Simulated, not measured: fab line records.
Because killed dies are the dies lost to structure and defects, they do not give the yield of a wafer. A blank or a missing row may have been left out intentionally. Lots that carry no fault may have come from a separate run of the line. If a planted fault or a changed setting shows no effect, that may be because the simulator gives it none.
Lot-split experiment / flow gf180mcu / route with 602 steps; 5 lots, 23 wafers read

ON THE SPLIT
At GF_V4_CMP_04 (polishes SiO2), the setting leave above ref nm was moved away from the recipe's 632.5 nm on 9 of the 23 wafers read, by -4.3% to +5.0%. All remaining wafers had this setting at the recipe value.

FROM THE SPLIT TO THE READING: what the file shows between them, 2 steps
- GF_V4_DEHYDRATE_06: time 60 s
- GF_V4_ETCH_16: etches BARC in N2/H2

THE READING
oes product au, in a.u., at GF_V4_ETCH_17 (etches SiO2 in C4F8/O2/Ar, stops on TiN, target depth 630 nm). Typical for fault-free wafers on this fab line: 0.856 a.u., with standard deviation 0.0051 a.u.

wafer=L075.1; tool, chamber at the split=cmp-02, 0; leave above ref nm as run, nm=632.5; against the recipe=recipe; oes product au, a.u.=0.842; against lot-mates on the recipe=-
wafer=L075.2; tool, chamber at the split=cmp-02, 3; leave above ref nm as run, nm=663.1; against the recipe=+4.8%; oes product au, a.u.=0.875; against lot-mates on the recipe=+0.024
wafer=L075.3; tool, chamber at the split=cmp-02, 2; leave above ref nm as run, nm=663.1; against the recipe=+4.8%; oes product au, a.u.=0.892; against lot-mates on the recipe=+0.041
wafer=L075.5; tool, chamber at the split=cmp-02, 2; leave above ref nm as run, nm=663.1; against the recipe=+4.8%; oes product au, a.u.=0.877; against lot-mates on the recipe=+0.026
wafer=L075.6; tool, chamber at the split=cmp-02, 3; leave above ref nm as run, nm=632.5; against the recipe=recipe; oes product au, a.u.=0.861; against lot-mates on the recipe=-
wafer=L077.1; tool, chamber at the split=cmp-01, 2; leave above ref nm as run, nm=632.5; against the recipe=recipe; oes product au, a.u.=0.855; against lot-mates on the recipe=-
wafer=L077.2; tool, chamber at the split=cmp-01, 1; leave above ref nm as run, nm=632.5; against the recipe=recipe; oes product au, a.u.=0.854; against lot-mates on the recipe=-
wafer=L077.5; tool, chamber at the split=cmp-01, 3; leave above ref nm as run, nm=632.5; against the recipe=recipe; oes product au, a.u.=0.857; against lot-mates on the recipe=-
wafer=L082.1; tool, chamber at the split=cmp-02, 2; leave above ref nm as run, nm=605.4; against the recipe=-4.3%; oes product au, a.u.=0.833; against lot-mates on the recipe=-0.030
wafer=L082.2; tool, chamber at the split=cmp-02, 3; leave above ref nm as run, nm=605.4; against the recipe=-4.3%; oes product au, a.u.=0.846; against lot-mates on the recipe=-0.017
wafer=L082.4; tool, chamber at the split=cmp-02, 1; leave above ref nm as run, nm=632.5; against the recipe=recipe; oes product au, a.u.=0.858; against lot-mates on the recipe=-
wafer=L082.5; tool, chamber at the split=cmp-02, 0; leave above ref nm as run, nm=605.4; against the recipe=-4.3%; oes product au, a.u.=0.833; against lot-mates on the recipe=-0.030
wafer=L082.6; tool, chamber at the split=cmp-02, 3; leave above ref nm as run, nm=632.5; against the recipe=recipe; oes product au, a.u.=0.869; against lot-mates on the recipe=-
wafer=L083.1; tool, chamber at the split=cmp-02, 3; leave above ref nm as run, nm=663.9; against the recipe=+5.0%; oes product au, a.u.=0.881; against lot-mates on the recipe=+0.028
wafer=L083.2; tool, chamber at the split=cmp-02, 2; leave above ref nm as run, nm=663.9; against the recipe=+5.0%; oes product au, a.u.=0.876; against lot-mates on the recipe=+0.023
wafer=L083.3; tool, chamber at the split=cmp-02, 1; leave above ref nm as run, nm=632.5; against the recipe=recipe; oes product au, a.u.=0.850; against lot-mates on the recipe=-
wafer=L083.5; tool, chamber at the split=cmp-02, 3; leave above ref nm as run, nm=632.5; against the recipe=recipe; oes product au, a.u.=0.855; against lot-mates on the recipe=-
wafer=L083.6; tool, chamber at the split=cmp-02, 2; leave above ref nm as run, nm=663.9; against the recipe=+5.0%; oes product au, a.u.=0.886; against lot-mates on the recipe=+0.033
wafer=L084.1; tool, chamber at the split=cmp-01, 0; leave above ref nm as run, nm=632.5; against the recipe=recipe; oes product au, a.u.=0.857; against lot-mates on the recipe=-
wafer=L084.3; tool, chamber at the split=cmp-01, 1; leave above ref nm as run, nm=632.5; against the recipe=recipe; oes product au, a.u.=0.858; against lot-mates on the recipe=-
wafer=L084.4; tool, chamber at the split=cmp-01, 3; leave above ref nm as run, nm=632.5; against the recipe=recipe; oes product au, a.u.=0.844; against lot-mates on the recipe=-
wafer=L084.5; tool, chamber at the split=cmp-01, 1; leave above ref nm as run, nm=632.5; against the recipe=recipe; oes product au, a.u.=0.858; against lot-mates on the recipe=-
wafer=L084.6; tool, chamber at the split=cmp-01, 0; leave above ref nm as run, nm=632.5; against the recipe=recipe; oes product au, a.u.=0.855; against lot-mates on the recipe=-

FIT RESULTS
A straight line over all 23 wafers: oes product au changes by +0.00491 a.u. for each +1% of leave above ref nm; r = +0.91; the points scatter about the line by 0.0067 a.u.
The same after taking each lot's own level away (the mean of its wafers on the recipe; 23 wafers): +0.006 a.u. for each +1%; r = +0.95; scatter 0.0059 a.u.
The reading moves by 0.03 a.u. for the largest change in leave above ref nm, on that fit.
Measured against the standard deviation above, the lots' own levels, which go from 0.8515 to 0.8635 a.u., span 2.4 times it.
So the lot-to-lot level changes the slope: the two fits differ.
Check: with one of the wafers moved furthest among these (+5.0%) left out of the fit, the line predicts +0.0299 a.u. for it against its lot-mates. It came out at +0.0285 a.u. against them.

THE OTHER SPLITS THESE WAFERS WENT THROUGH
Note: prior to the reading, these wafers also went through further splits. Each is held against what the fit with the lots' levels taken away leaves over:
other split on the same wafers=GF_M2_EXPOSE_11 dose mj; wafers away from the commonest value=8; r with oes product au (lot level and that fit taken away)=+0.03
other split on the same wafers=GF_M2_METAL_ETCH_16 icp w; wafers away from the commonest value=10; r with oes product au (lot level and that fit taken away)=-0.01
other split on the same wafers=GF_M3_SPUTTER_00 chamber pressure pa; wafers away from the commonest value=10; r with oes product au (lot level and that fit taken away)=+0.05
other split on the same wafers=GF_M3_SPUTTER_01 power w; wafers away from the commonest value=9; r with oes product au (lot level and that fit taken away)=-0.17
other split on the same wafers=GF_M3_COAT_09 resist thk nm; wafers away from the commonest value=6; r with oes product au (lot level and that fit taken away)=+0.19
other split on the same wafers=GF_M3_PEB_12 peb temp c; wafers away from the commonest value=8; r with oes product au (lot level and that fit taken away)=-0.50
other split on the same wafers=GF_V3_PEB_12 peb temp c; wafers away from the commonest value=11; r with oes product au (lot level and that fit taken away)=-0.06

THE WHOLE CHAIN: every reading that the file lists as answering this split, in the file's order
step=GF_V4_CMP_04; what it does=polishes SiO2; reading=SiO2_of_V4_CVD_02.thk nm (the simulator's own value, which no gauge read); change (the file's fit)=+6.53 nm for each +1% of the setting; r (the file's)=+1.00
step=GF_V4_ETCH_17; what it does=etches SiO2 in C4F8/O2/Ar, stops on TiN, target depth 630 nm; reading=oes product au; change (the file's fit)=+0.00596 a.u. for each +1% of the setting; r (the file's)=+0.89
step=GF_V4_ETCH_17; what it does=etches SiO2 in C4F8/O2/Ar, stops on TiN, target depth 630 nm; reading=V4.feature depth nm (the simulator's own value, which no gauge read); change (the file's fit)=+6.53 nm for each +1% of the setting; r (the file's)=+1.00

THE FILE'S OWN FIT
oes product au changes by +0.00596 a.u. for each +1% of leave above ref nm, r = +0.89.
